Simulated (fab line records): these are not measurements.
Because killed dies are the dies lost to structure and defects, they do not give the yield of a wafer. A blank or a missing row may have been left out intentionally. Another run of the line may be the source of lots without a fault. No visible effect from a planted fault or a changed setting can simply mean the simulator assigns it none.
Matching of chambers	flow sky130	cmp-01 running SKY_VIA1_CMP_24: 4 sister chambers
The step polishes, stops on SiO2, t overpolish 15 s, target thk 0 nm. 4 wafers are shown with their chamber, then 12 later ones without.

EACH WAFER AND ITS CHAMBER
wafer	chamber	motorCurrentA (A)
L085.2	0	10.3
L086.3	1	11.3
L087.2	2	10.7
L087.5	3	11.6

WAFERS WITHOUT THEIR CHAMBER
wafer	motorCurrentA (A)
L090.2	10.2
L090.3	11.0
L090.5	10.1
L091.4	12.2
L091.5	10.8
L091.6	11.8
L092.1	11.8
L092.4	11.0
L092.6	11.0
L095.1	10.6
L095.2	10.7
L095.5	12.1

EACH ONE'S CHAMBER
wafer	from the rows above	in truth
L090.2	can't be placed: 0 or 2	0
L090.3	can't be placed: 1 or 2 or 3 or 0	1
L090.5	can't be placed: 0 or 2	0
L091.4	can't be placed: 3 or 1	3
L091.5	can't be placed: 2 or 0 or 1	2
L091.6	can't be placed: 3 or 1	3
L092.1	can't be placed: 3 or 1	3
L092.4	can't be placed: 1 or 2 or 3 or 0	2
L092.6	can't be placed: 1 or 2 or 3 or 0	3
L095.1	can't be placed: 2 or 0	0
L095.2	can't be placed: 2 or 0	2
L095.5	can't be placed: 3 or 1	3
Correctly placed: 0 of 12. These rows do not allow placing 12 (true chamber among the candidates in 12). Placed wrongly: 0.
How it was worked out, from the rows above alone: a wafer's distance from a chamber is the root of the sum, over the readings, of the square of ((its reading less the chamber's mean) divided by the reading's scatter). The wafer belongs to the nearest chamber; if the next one is less than 2 further off, it can't be placed. A chamber's mean is the mean of its shown wafers. The scatter: root of mean squared gap, hidden wafer to nearest shown wafer, with one shown wafer a chamber.
